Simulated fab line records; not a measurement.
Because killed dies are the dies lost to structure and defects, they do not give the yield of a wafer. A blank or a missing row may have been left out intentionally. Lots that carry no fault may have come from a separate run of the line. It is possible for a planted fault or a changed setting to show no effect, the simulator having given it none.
Check of tool commonality :: flow sky130 :: 13 lots and 37 wafers in the sample

## WHY THIS WAS OPENED
SKY_LDD_HVN_TW_MEAS_10, reading LDD_HVN_TW: flagged on 2 of 13 lots. Fault-free wafers read 1450, with a standard deviation of 10.
Rule: a lot is flagged when every wafer of it that has a number lies more than 4 standard deviations from that mean, or none has a number. As for the other lots, they are considered sound.

lot: L119
measured: day 21 17:22
on: film metro-02
LDD_HVN_TW, wafer by wafer: 1456 1462 1453
flag: 

lot: L120
measured: day 22 05:59
on: film metro-02
LDD_HVN_TW, wafer by wafer: 1462 1459 1454
flag: 

lot: L121
measured: day 22 09:53
on: film metro-03
LDD_HVN_TW, wafer by wafer: 1454 1460 1451
flag: 

lot: L123
measured: day 23 00:38
on: film metro-02
LDD_HVN_TW, wafer by wafer: 1461 1464
flag: 

lot: L124
measured: day 23 14:40
on: film metro-01
LDD_HVN_TW, wafer by wafer: 1446 1442 1438
flag: 

lot: L130
measured: day 25 22:28
on: film metro-02
LDD_HVN_TW, wafer by wafer: 1101 1096 1098
flag: FLAGGED

lot: L131
measured: day 26 01:29
on: film metro-02
LDD_HVN_TW, wafer by wafer: 1466 1473
flag: 

lot: L132
measured: day 26 10:42
on: film metro-01
LDD_HVN_TW, wafer by wafer: 1084 1081 1089
flag: FLAGGED

lot: L133
measured: day 26 12:02
on: film metro-01
LDD_HVN_TW, wafer by wafer: 1450 1444 1440
flag: 

lot: L134
measured: day 26 21:29
on: film metro-02
LDD_HVN_TW, wafer by wafer: 1464 1469 1465
flag: 

lot: L136
measured: day 27 21:41
on: film metro-03
LDD_HVN_TW, wafer by wafer: 1446 1443 1441
flag: 

lot: L137
measured: day 28 01:20
on: film metro-01
LDD_HVN_TW, wafer by wafer: 1439 1436 1447
flag: 

lot: L139
measured: day 28 12:19
on: film metro-01
LDD_HVN_TW, wafer by wafer: 1439 1445 1442
flag: 
The numbers of the flagged lots are 1092 on average: -358 against the usual, or -36 standard deviations.

## WHICH TOOL RAN EACH LOT
Before the reading, the record contains 2 process steps out of a 708-step route. Every cell lists first the tool, next ch and the chambers used by the sampled wafers, and last the start.
lot: L119
flag: 
SKY_POLY_GATE_ETCH_15: rie diel-02 ch 2,3, day 17 16:17
SKY_LDD_HVN_IMPLANT_08: implanter-01 ch 0, day 21 17:07

lot: L120
flag: 
SKY_POLY_GATE_ETCH_15: rie diel-02 ch 0,1, day 18 04:48
SKY_LDD_HVN_IMPLANT_08: implanter-04 ch 0, day 22 05:46

lot: L121
flag: 
SKY_POLY_GATE_ETCH_15: rie diel-02 ch 2,3, day 18 09:24
SKY_LDD_HVN_IMPLANT_08: implanter-04 ch 0, day 22 09:40

lot: L123
flag: 
SKY_POLY_GATE_ETCH_15: rie diel-04 ch 1,3, day 18 23:43
SKY_LDD_HVN_IMPLANT_08: implanter-01 ch 0, day 23 00:23

lot: L124
flag: 
SKY_POLY_GATE_ETCH_15: rie diel-02 ch 1,2, day 19 16:58
SKY_LDD_HVN_IMPLANT_08: implanter-01 ch 0, day 23 14:25

lot: L130
flag: FLAGGED
SKY_POLY_GATE_ETCH_15: rie diel-02 ch 1,2,3, day 22 02:19
SKY_LDD_HVN_IMPLANT_08: implanter-01 ch 0, day 25 22:13

lot: L131
flag: 
SKY_POLY_GATE_ETCH_15: rie diel-02 ch 1,3, day 22 05:32
SKY_LDD_HVN_IMPLANT_08: implanter-04 ch 0, day 26 01:14

lot: L132
flag: FLAGGED
SKY_POLY_GATE_ETCH_15: rie diel-02 ch 1,2,3, day 22 15:08
SKY_LDD_HVN_IMPLANT_08: implanter-01 ch 0, day 26 10:29

lot: L133
flag: 
SKY_POLY_GATE_ETCH_15: rie diel-03 ch 1,2,3, day 22 16:22
SKY_LDD_HVN_IMPLANT_08: implanter-04 ch 0, day 26 11:47

lot: L134
flag: 
SKY_POLY_GATE_ETCH_15: rie diel-02 ch 0,2,3, day 23 01:26
SKY_LDD_HVN_IMPLANT_08: implanter-04 ch 0, day 26 21:16

lot: L136
flag: 
SKY_POLY_GATE_ETCH_15: rie diel-02 ch 1,2, day 24 03:15
SKY_LDD_HVN_IMPLANT_08: implanter-04 ch 0, day 27 21:26

lot: L137
flag: 
SKY_POLY_GATE_ETCH_15: rie diel-02 ch 2,3, day 24 06:39
SKY_LDD_HVN_IMPLANT_08: implanter-02 ch 0, day 28 01:07

lot: L139
flag: 
SKY_POLY_GATE_ETCH_15: rie diel-04 ch 0,1, day 24 19:25
SKY_LDD_HVN_IMPLANT_08: implanter-02 ch 0, day 28 12:04
These steps, and what they do:
- SKY_POLY_GATE_ETCH_15: etches BARC in N2/H2, stops on SiO2, time 118.5 s, target depth 110 nm.
- SKY_LDD_HVN_IMPLANT_08
- SKY_LDD_HVN_TW_MEAS_10

## FLAGGED OVER TOTAL, TOOL BY TOOL (the gauges that took the reading come last)
step: SKY_POLY_GATE_ETCH_15
tool: rie diel-02
lots run: 10
flagged: 2
share of the flagged lots: all
sound lots run after its first flagged lot: 4 (L131,L134,L136,L137)

step: SKY_POLY_GATE_ETCH_15
tool: rie diel-03
lots run: 1
flagged: 0
share of the flagged lots: none
sound lots run after its first flagged lot: -

step: SKY_POLY_GATE_ETCH_15
tool: rie diel-04
lots run: 2
flagged: 0
share of the flagged lots: none
sound lots run after its first flagged lot: -

step: SKY_LDD_HVN_IMPLANT_08
tool: implanter-01
lots run: 5
flagged: 2
share of the flagged lots: all
sound lots run after its first flagged lot: 0

step: SKY_LDD_HVN_IMPLANT_08
tool: implanter-02
lots run: 2
flagged: 0
share of the flagged lots: none
sound lots run after its first flagged lot: -

step: SKY_LDD_HVN_IMPLANT_08
tool: implanter-04
lots run: 6
flagged: 0
share of the flagged lots: none
sound lots run after its first flagged lot: -

step: SKY_LDD_HVN_TW_MEAS_10
tool: film metro-01
lots run: 5
flagged: 1
share of the flagged lots: some
sound lots run after its first flagged lot: 3 (L133,L137,L139)

step: SKY_LDD_HVN_TW_MEAS_10
tool: film metro-02
lots run: 6
flagged: 1
share of the flagged lots: some
sound lots run after its first flagged lot: 2 (L131,L134)

step: SKY_LDD_HVN_TW_MEAS_10
tool: film metro-03
lots run: 2
flagged: 0
share of the flagged lots: none
sound lots run after its first flagged lot: -

## WHAT IS ALLOWED BY THE TABLE
Table rows that saw every flagged lot: 2, namely rie diel-02 at SKY_POLY_GATE_ETCH_15 and implanter-01 at SKY_LDD_HVN_IMPLANT_08.
- rie diel-02 at SKY_POLY_GATE_ETCH_15: 2 of its 10 lots flagged. Lots that were sound ran on it after the first flagged one (L131, L134, L136, L137); a persistent fault on the entire tool would not allow that.
- implanter-01 at SKY_LDD_HVN_IMPLANT_08: 2 of its 5 lots flagged. Last sound lot L124 at day 23 14:25, first flagged lot L130 at day 25 22:13; a fault beginning in between fits. Its own readings (dose ions cm2, faraday current uA) fall more than 4 standard deviations out on all wafers of the flagged lots.
implanter-01 at SKY_LDD_HVN_IMPLANT_08 is the single tool remaining.

## WHAT THE SIMULATOR HAD PUT IN
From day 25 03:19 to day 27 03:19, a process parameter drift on implanter-01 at SKY_LDD_HVN_IMPLANT_08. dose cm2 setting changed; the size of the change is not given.
Lots struck among those shown: L130, L132. The rule above reached the same finding.
